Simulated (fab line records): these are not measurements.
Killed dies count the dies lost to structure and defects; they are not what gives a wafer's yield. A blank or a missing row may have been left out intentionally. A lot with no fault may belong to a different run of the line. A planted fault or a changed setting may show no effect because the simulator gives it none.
fab line records | flow sky130
[record] lots = 10 wafers = 30 last_day = 51
route steps=708 shown LDD_HVN@276 LDD_HVP@287 LI_CONTACT@383 LOCAL_INTERCONNECT@402
lots untouched by any fault: they come from a run of this same line in which no faults occurred
start_h: hours from the record's opening day to when the first of the lot's shown wafers began | wait_h: how many hours have passed since the lot's step before this one | " same as the row above | L1.1+2: a row that stands for several wafers | - value missing, or start not given | * or withheld: withheld | < > ~ a bound
route shown NAME@n: names a module that has steps shown in the file, with the first one's number in the route | usual: the fault-free wafers' mean and standard deviation | same: alike in all rows | chamber/n: place in a boat | sites: each site's reading | _std_site: the values' standard deviation | _edge_site: mean of outer sites minus mean of inner sites | radius_mm: for every site, how far away it sits from the centre of the wafer | mask NAME#n: copy n | behind: the most recent tool/chamber to have shaped the wafer | hold: why the lot was held/for how many hours/how that ended | device: which transistor (n, p or np) failed to switch | end of line: at the end of the route, the tests of the same wafers | a step given without rows: its recipe and nothing more | killed: not the wafer's yield, but the dies lost to structure and defects at the first sort | map: a wafer's dies, x killed, . not, _ none there
set.NAME: the setting the step ran with; set.NAME@STEP: the setting that earlier step ran with | model.NAME: the simulator's own value behind a step, which no gauge read
route steps across a sampled set of lots; one table per step, one row per wafer
services: the hour from which a tool's chamber was out of use, counted from the record's first day as start_h (under 0 if before that day), plus the number of hours and why
[[steps]]
[step SKY_LDD_HVN_STRIP_09]
[recipe] chemistry = O2/N2 power_w = 1400 pressure_mtorr = 1500 platen_temp_c = withheld o2_flow_sccm = 3000 n2_flow_sccm = 300 overash_fraction = 0.5
[usual] drypump_motor_current_A = 5.4/0.54 oes_product_au = 0.408/0.0044 strip_time_to_endpoint_s = 4.131/0.015
// columns lot.wafer tool chamber start_h wait_h drypump_motor_current_A oes_product_au rf_hours_counter_h strip_time_to_endpoint_s
L487.1 plasma_asher-01 1 460.36 0.1 4.8 0.410 64 4.139
L487.2 " 0 " " 5.7 0.419 64 4.137
L487.4 " 0 " " 5.7 0.414 - 4.142
L488.1 plasma_asher-03 0 480.71 0.1 6.3 0.409 76 4.151
L488.4 " 1 " " 5.8 0.409 - 4.138
L488.5 " 1 " " 5.8 0.401 - 4.147
L493.2 plasma_asher-04 0 528.06 0.1 5.2 0.405 10 4.132
L493.3 " 0 " " 5.2 0.408 - 4.130
L493.6 " 0 " " 5.2 0.408 - 4.147
L494.3 plasma_asher-01 1 540.30 0.1 4.8 0.399 - 4.106
L494.4 " 0 " " 5.7 0.406 - 4.130
L494.5 " 1 " " 4.8 0.416 - 4.114
L496.2 plasma_asher-03 0 558.66 0.1 6.3 0.409 84 4.146
L496.3 " 0 " " 6.3 0.405 - 4.136
L496.4 " 1 " " 5.8 0.402 - 4.133
L504.1 plasma_asher-03 0 646.87 0.1 6.3 0.408 93 4.108
L504.4 " 0 " " 6.4 0.405 - 4.099
L504.6 " 1 " " 5.8 0.405 - 4.104
L507.2 plasma_asher-01 0 659.81 0.1 5.7 0.405 85 4.120
L507.4 " 0 " " 5.7 0.404 - 4.127
L507.6 " 1 " " 4.9 0.409 - 4.130
L509.1 plasma_asher-03 0 665.56 0.1 6.3 0.414 95 4.144
L509.2 " 1 " " 5.8 0.415 95 4.158
L509.5 " 1 " " 5.8 0.404 - 4.158
L508.4 plasma_asher-04 0 667.85 0.1 5.1 0.406 - 4.137
L508.5 " 0 " " 5.2 0.413 - 4.112
L508.6 " 1 " " 4.9 0.411 - 4.119
L510.2 plasma_asher-01 0 674.77 0.1 5.7 0.409 86 4.151
L510.4 " 0 " " 5.7 0.415 - 4.141
L510.5 " 0 " " 5.7 0.405 - 4.133
[step SKY_LDD_HVP_STRIP_09]
[recipe] chemistry = O2/N2 power_w = 1400 pressure_mtorr = 1500 platen_temp_c = withheld o2_flow_sccm = 3000 n2_flow_sccm = 300 overash_fraction = 0.5
[usual] drypump_motor_current_A = 5.5/0.47 oes_product_au = 0.408/0.0046 strip_time_to_endpoint_s = 4.127/0.013
// columns lot.wafer tool chamber start_h wait_h drypump_motor_current_A oes_product_au rf_hours_counter_h strip_time_to_endpoint_s
L487.1 plasma_asher-02 0 489.86 0.1 5.1 0.413 38 4.146
L487.2 " 1 " " 5.6 0.412 38 4.127
L487.4 " 0 " " 5.1 0.404 - 4.141
L488.1 plasma_asher-04 1 511.59 0.1 4.9 0.410 8 4.154
L488.4 " 0 " " 5.2 0.407 - 4.144
L488.5 " 1 " " 4.9 0.407 - 4.142
L493.2 plasma_asher-02 1 558.59 0.1 5.6 0.410 43 4.139
L493.3 " 0 " " 5.1 0.406 - 4.106
L493.6 " 0 " " 5.1 0.420 - 4.139
L494.3 plasma_asher-03 0 570.87 0.1 6.4 0.406 - 4.097
L494.4 " 1 " " 5.8 0.408 - 4.121
L494.5 " 0 " " 6.3 0.415 - 4.117
L496.2 plasma_asher-04 0 588.97 0.1 5.2 0.410 16 4.126
L496.3 " 0 " " 5.1 0.409 - 4.136
L496.4 " 1 " " 4.9 0.407 - 4.117
L504.1 plasma_asher-02 1 676.46 0.1 5.6 0.405 56 4.142
L504.4 " 0 " " 5.1 0.408 - 4.149
L504.6 " 1 " " 5.6 0.409 - 4.133
L507.2 plasma_asher-03 1 688.22 0.1 5.8 0.406 97 4.117
L507.4 " 0 " " 6.3 0.417 - 4.127
L507.6 " 1 " " 5.8 0.411 - 4.124
L509.1 plasma_asher-04 1 694.87 0.1 4.9 0.403 25 4.128
L509.2 " 0 " " 5.2 0.406 25 4.131
L509.5 " 0 " " 5.2 0.417 - 4.105
L508.4 plasma_asher-04 0 696.10 0.1 5.2 0.409 - 4.143
L508.5 " 0 " " 5.2 0.411 - 4.122
L508.6 " 1 " " 4.9 0.407 - 4.125
L510.2 plasma_asher-03 1 702.94 0.1 5.8 0.407 99 4.128
L510.4 " 1 " " 5.8 0.415 - 4.117
L510.5 " 0 " " 6.3 0.406 - 4.125
[step SKY_LI_CONTACT_CVD_21]
[recipe] material = W target_thk_nm = 400 time_s = 120.56 temp_c = 400 pressure_torr = 40
[usual] heater_power_w = 783/53
// columns lot.wafer tool chamber start_h wait_h heater_power_w
L487.1 cvd_w-02 1 675.91 0.0 825
L487.2 " 0 " " 745
L487.4 " 1 " " 828
L488.1 cvd_w-01 0 696.99 0.0 706
L488.4 " 1 " " 785
L488.5 " 1 " " 804
L493.2 cvd_w-01 0 738.69 0.0 707
L493.3 " 1 " " 803
L493.6 " 1 " " 816
L494.3 cvd_w-01 1 749.73 0.1 831
L494.4 " 0 " " 702
L494.5 " 1 " " 793
L496.2 cvd_w-02 1 766.14 0.0 864
L496.3 " 0 " " 766
L496.4 " 1 " " 878
L504.1 cvd_w-02 1 844.05 0.0 855
L504.4 " 1 " " 839
L504.6 " 1 " " 834
L507.2 cvd_w-02 0 858.07 0.0 771
L507.4 " 0 " " 765
L507.6 " 1 " " 832
L509.1 cvd_w-02 0 861.89 0.0 764
L509.2 " 1 " " 835
L509.5 " 0 " " 777
L508.4 cvd_w-01 0 865.76 0.1 731
L508.5 " 0 " " 719
L508.6 " 1 " " 828
L510.2 cvd_w-02 1 868.84 0.0 865
L510.4 " 1 " " 871
L510.5 " 1 " " 863
[step SKY_LI_CONTACT_RS_MEAS_22]
[recipe] thk_meas_gauge = four-point-probe reads = W_of_LI_CONTACT_CVD_21+TiN_of_LI_CONTACT_SPUTTER_20+Ti_of_LI_CONTACT_SPUTTER_19
[usual] LI_CONTACT_W_RS = 0.290/0.0031
// columns lot.wafer tool chamber start_h wait_h hold LI_CONTACT_W_RS[ohm/sq]
L487.1 film_metro-01 - 676.04 0.1 - 0.284
L487.2 " - " " - 0.286
L487.4 " - " " - 0.283
L488.1 film_metro-04 - 697.12 0.1 - 0.297
L488.4 " - " " - 0.293
L488.5 " - " " - 0.293
L493.2 film_metro-04 - 738.84 0.1 - 0.296
L493.3 " - " " - 0.294
L493.6 " - " " - 0.291
L494.3 film_metro-02 - 749.85 0.1 await_dispo/0.2h/release 0.292
L494.4 " - " " await_dispo/0.2h/release 0.260
L494.5 " - " " await_dispo/0.2h/release 0.262
L494.3 film_metro-02 - 750.14 0.3 - 0.291
L494.4 " - " " - 0.260
L494.5 " - " " - 0.263
L496.2 film_metro-04 - 766.29 0.1 - 0.289
L496.3 " - " " - 0.289
L496.4 " - " " - 0.290
L504.1 film_metro-02 - 844.30 0.2 - 0.288
L504.4 " - " " - 0.292
L504.6 " - " " - 0.286
L507.2 film_metro-02 - 858.21 0.1 - 0.285
L507.4 " - " " - 0.288
L507.6 " - " " - 0.290
L509.1 film_metro-01 - 862.02 0.1 - 0.289
L509.2 " - " " - 0.289
L509.5 " - " " - 0.290
L508.4 film_metro-01 - 865.90 0.1 - 0.291
L508.5 " - " " - 0.294
L508.6 " - " " - 0.288
L510.2 film_metro-02 - 868.98 0.1 - 0.288
L510.4 " - " " - 0.286
L510.5 " - " " - 0.288
[step SKY_LI_CONTACT_THK_MEAS_23]
[recipe] thk_meas_gauge = xrf reads = W_of_LI_CONTACT_CVD_21
[usual] LI_CONTACT_W_THK = 386/4.5
// columns lot.wafer tool chamber start_h wait_h hold LI_CONTACT_W_THK[nm]
L487.1 film_metro-01 - 676.16 0.1 - 395
L487.2 " - " " - 392
L487.4 " - " " - 399
L488.1 film_metro-04 - 697.24 0.1 - 376
L488.4 " - " " - 378
L488.5 " - " " - 382
L493.2 film_metro-04 - 738.95 0.1 - 374
L493.3 " - " " - 376
L493.6 " - " " - 382
L494.3 film_metro-02 - 753.05 2.9 await_dispo/0.2h/release 389
L494.4 " - " " await_dispo/0.2h/release 436
L494.5 " - " " await_dispo/0.2h/release 433
L494.3 film_metro-02 - 753.27 0.2 - 387
L494.4 " - " " - 436
L494.5 " - " " - 427
L496.2 film_metro-04 - 766.40 0.1 - 388
L496.3 " - " " - 387
L496.4 " - " " - 389
L504.1 film_metro-02 - 844.42 0.1 - 387
L504.4 " - " " - 384
L504.6 " - " " - 388
L507.2 film_metro-02 - 858.32 0.1 - 389
L507.4 " - " " - 387
L507.6 " - " " - 381
L509.1 film_metro-01 - 862.14 0.1 - 388
L509.2 " - " " - 385
L509.5 " - " " - 386
L508.4 film_metro-01 - 865.99 0.1 - 383
L508.5 " - " " - 385
L508.6 " - " " - 388
L510.2 film_metro-02 - 869.09 0.1 - 391
L510.4 " - " " - 391
L510.5 " - " " - 387
[step SKY_LI_CONTACT_CMP_24]
[recipe] stop_on = PSG t_overpolish_s = 20 down_force_psi = 3.5 platen_rpm = 60 target_thk_nm = 0 pad_velocity_m_s = 0.94248
[usual] motor_current_A = 11.3/1.9 retaining_ring_pressure_frac = 1.000/0.0049 slurry_filter_dp_kPa = 13.49/0.15 time_to_endpoint_s = 95/3.4
// columns lot.wafer tool chamber start_h wait_h hold motor_current_A retaining_ring_pressure_frac slurry_filter_dp_kPa time_to_endpoint_s
L487.4 cmp-01 2 676.26 0.1 - 14.0 0.997 13.50 92
L487.2 " 3 " " - 9.1 0.994 13.34 91
L487.1 " 1 " " - 12.5 1.001 13.44 97
L488.1 cmp-01 0 697.35 0.1 - 10.8 0.997 13.42 92
L488.4 " 2 " " - 14.2 1.001 13.84 92
L488.5 " 3 " " - 9.4 0.991 13.59 93
L493.2 cmp-02 3 739.00 0.0 - 10.7 1.013 13.41 91
L493.3 " 0 " " - 10.5 0.998 13.09 89
L493.6 " 0 " " - 10.4 0.998 13.55 94
L494.4 cmp-01 1 754.54 1.2 await_dispo/1.1h/release 11.9 0.997 13.65 113
L494.3 " 3 " " await_dispo/1.1h/release 9.2 0.993 13.27 95
L494.5 " 1 " " await_dispo/1.1h/release 12.3 1.002 13.49 112
L496.4 cmp-02 0 766.45 0.0 - 9.9 1.000 13.66 94
L496.2 " 2 " " - 10.0 1.000 13.40 92
L496.3 " 3 " " - 10.5 0.999 13.58 95
L504.1 cmp-01 0 844.53 0.1 - 10.7 0.998 13.50 91
L504.4 " 2 " " - 14.4 1.000 13.60 91
L504.6 " 0 " " - 11.0 1.006 13.49 93
L507.2 cmp-01 1 858.47 0.1 - 12.2 1.006 13.56 98
L507.4 " 2 " " - 14.3 0.992 13.52 92
L507.6 " 3 " " - 9.5 0.993 13.74 94
L509.1 cmp-01 0 862.20 0.1 - 10.7 0.996 13.41 93
L509.2 " 1 " " - 13.2 0.998 13.38 98
L509.5 " 1 " " - 11.7 0.994 13.45 96
L508.4 cmp-01 1 866.17 0.2 - 12.0 0.999 13.47 98
L508.6 " 2 " " - 14.5 1.007 13.22 92
L508.5 " 3 " " - 8.9 1.006 13.61 92
L510.4 cmp-01 0 869.19 0.1 - 10.8 0.996 13.38 91
L510.2 " 2 " " - 14.6 1.006 13.70 91
L510.5 " 0 " " - 10.5 0.995 13.45 93
[step SKY_LOCAL_INTERCONNECT_STRIP_15]
[recipe] chemistry = O2/N2 power_w = 1400 pressure_mtorr = 1500 platen_temp_c = withheld o2_flow_sccm = 3000 n2_flow_sccm = 300 overash_fraction = 0.5
[usual] drypump_motor_current_A = 5.3/0.5 oes_product_au = 0.427/0.0051 strip_time_to_endpoint_s = 4.719/0.019
// columns lot.wafer tool chamber start_h wait_h drypump_motor_current_A oes_product_au rf_hours_counter_h strip_time_to_endpoint_s
L487.1 plasma_asher-01 0 705.35 0.0 5.7 0.422 89 4.726
L487.2 " 1 " " 4.8 0.421 89 4.719
L487.4 " 1 " " 4.8 0.426 - 4.684
L488.1 plasma_asher-03 0 726.05 0.0 6.4 0.429 101 4.755
L488.4 " 0 " " 6.3 0.421 - 4.766
L488.5 " 1 " " 5.8 0.429 - 4.748
L493.2 plasma_asher-04 0 767.39 0.0 5.2 0.439 32 4.735
L493.3 " 1 " " 4.9 0.436 - 4.745
L493.6 " 1 " " 4.9 0.428 - 4.747
L494.3 plasma_asher-04 1 778.29 0.1 4.9 0.430 - 4.759
L494.4 " 0 " " 5.2 0.430 - 4.730
L494.5 " 0 " " 5.2 0.424 - 4.748
L496.2 plasma_asher-04 1 794.20 0.0 4.9 0.426 35 4.715
L496.3 " 0 " " 5.2 0.429 - 4.704
L496.4 " 1 " " 4.9 0.425 - 4.729
L504.1 plasma_asher-01 1 871.96 0.1 4.8 0.430 106 4.724
L504.4 " 0 " " 5.7 0.424 - 4.687
L504.6 " 0 " " 5.7 0.418 - 4.711
L507.2 plasma_asher-04 1 885.69 0.0 4.9 0.420 44 4.722
L507.4 " 1 " " 4.9 0.430 - 4.744
L507.6 " 0 " " 5.2 0.431 - 4.713
L509.1 plasma_asher-01 1 889.21 0.1 4.8 0.428 108 4.700
L509.2 " 0 " " 5.7 0.431 108 4.705
L509.5 " 0 " " 5.7 0.424 - 4.703
L508.4 plasma_asher-03 1 892.54 0.1 5.8 0.431 - 4.703
L508.5 " 1 " " 5.8 0.423 - 4.702
L508.6 " 0 " " 6.3 0.431 - 4.685
L510.2 plasma_asher-01 1 895.41 0.1 4.8 0.429 109 4.700
L510.4 " 0 " " 5.7 0.419 - 4.693
L510.5 " 1 " " 4.8 0.439 - 4.683
[[services]]
// columns tool chamber start_h hours kind
cmp-01 - 455.53 0.8 repair
plasma_asher-03 - 456.20 14.6 pm
cmp-01 - 464.49 0.6 repair
plasma_asher-04 - 476.36 1.3 repair
cvd_w-02 - 484.81 6.9 pm
cvd_w-02 - 492.88 0.7 repair
plasma_asher-03 - 536.17 4.3 pm
plasma_asher-01 - 539.71 0.5 repair
cvd_w-02 1 542.51 4.0 repair
cvd_w-02 - 548.67 0.5 repair
cvd_w-02 - 551.31 6.0 pm
plasma_asher-04 - 555.30 6.8 repair
cmp-01 - 556.20 1.3 repair
cmp-01 - 572.00 4.0 pm
plasma_asher-04 - 636.08 14.6 pm
plasma_asher-04 - 681.00 2.8 pm
plasma_asher-03 - 693.75 2.8 repair
plasma_asher-03 - 733.75 9.0 pm
cmp-01 - 741.06 4.6 pm
cmp-01 - 747.75 0.6 repair
cmp-01 - 777.48 1.3 repair
cmp-01 - 780.97 1.6 repair
plasma_asher-04 - 856.49 1.2 repair
cmp-01 - 860.10 0.2 repair
[[key]]
[first_sign] step = SKY_LI_CONTACT_RS_MEAS_22 reading = visit direction = added
[effect] step = SKY_LI_CONTACT_RS_MEAS_22 reading = LI_CONTACT_W_RS direction = down sigmas = 9.2 usual = 0.290 struck = 0.261
[effect] step = SKY_LI_CONTACT_THK_MEAS_23 reading = visit direction = added
[effect] step = SKY_LI_CONTACT_THK_MEAS_23 reading = LI_CONTACT_W_THK direction = up sigmas = 11 usual = 386 struck = 434
[effect] step = SKY_LI_CONTACT_CMP_24 reading = time_to_endpoint_s direction = up sigmas = 5.3 usual = * struck = *
met_at SKY_LI_CONTACT_CVD_21
struck_lots L494
struck_wafers L494.4,L494.5
tester_left_out L494
not_acting_at SKY_LDD_HVN_STRIP_09,SKY_LDD_HVP_STRIP_09,SKY_LOCAL_INTERCONNECT_STRIP_15
onset_between 738.69 749.73
[fault] kind = process_parameter_drift tool = cvd_w-01 chamber = - onset_h = 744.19 steps = SKY_LI_CONTACT_CVD_21 channel = target_thk_nm offset = 47.037 shape = step end_h = 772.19 scope = struck_wafers_only acts_in = these_recipes_only stated = 400
// tester_left_out: of these lots the tester's yield and bins aren't shown, on N5 and GAA mostly nor the transistor test; their killed dies are dies lost to structure and defects alone, not to doping, threshold or leakage, so they don't give the yield
